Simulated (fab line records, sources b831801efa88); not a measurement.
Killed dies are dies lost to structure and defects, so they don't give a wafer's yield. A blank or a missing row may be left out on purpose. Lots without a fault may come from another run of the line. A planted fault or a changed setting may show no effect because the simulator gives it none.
Which tool did it? | flow gf180mcu | 7 lots, 20 wafers sampled, at 2 steps of a route of 602

WHAT THE GAUGES READ, wafer by wafer
GF_VT_IMPLANT_RS_MEAS_49: measures by four-point-probe.
lot  | measured     | on            | MVPSD_RS (ohm/sq)
L512 | day 8 05:10  | film_metro-01 | 1167 1165 1166
L515 | day 8 13:29  | film_metro-01 | 1165 1165 1164
L518 | day 9 05:00  | film_metro-02 | 1165 1166 1169
L522 | day 10 07:19 | film_metro-01 | 1171 1174 1168
L524 | day 10 18:20 | film_metro-03 | 1176 1177
L527 | day 11 16:35 | film_metro-03 | 1172 1170 1172
L533 | day 13 09:17 | film_metro-03 | 1170 1171 1172

WHICH TOOL RAN EACH LOT (tool, then ch and the chambers of the sampled wafers, then the start)
lot  | GF_VT_IMPLANT_STRIP_20
L512 | plasma_asher-02 ch 0, day 6 22:26
L515 | plasma_asher-02 ch 0,1, day 7 06:28
L518 | plasma_asher-04 ch 0,1, day 7 22:22
L522 | plasma_asher-03 ch 0,1, day 8 21:58
L524 | plasma_asher-04 ch 0,1, day 9 09:01
L527 | plasma_asher-03 ch 0,1, day 10 04:55
L533 | plasma_asher-02 ch 0,1, day 11 20:03
- GF_VT_IMPLANT_STRIP_20: strips in O2/N2.

THE ANSWER, worked out from the rows above alone
Rule: what is usual is taken from the lots themselves. Put in order of their means at a reading, lots are off if they are a third of the lots or fewer, leave a main group of 4 or more, and stand apart from it by a gap of 3 or more times the standard deviation of the main group's means; of several such gaps the widest counts. A main group whose means are all the same, to the digits that the tables above print for the reading, isn't used. A lot without any number at a reading at which 4 lots or more have one is off too. The other lots that the step has rows for count as sound.
No lot is off at any reading shown: from this, nothing can be told.

WHAT THE SIMULATOR HAD PUT IN
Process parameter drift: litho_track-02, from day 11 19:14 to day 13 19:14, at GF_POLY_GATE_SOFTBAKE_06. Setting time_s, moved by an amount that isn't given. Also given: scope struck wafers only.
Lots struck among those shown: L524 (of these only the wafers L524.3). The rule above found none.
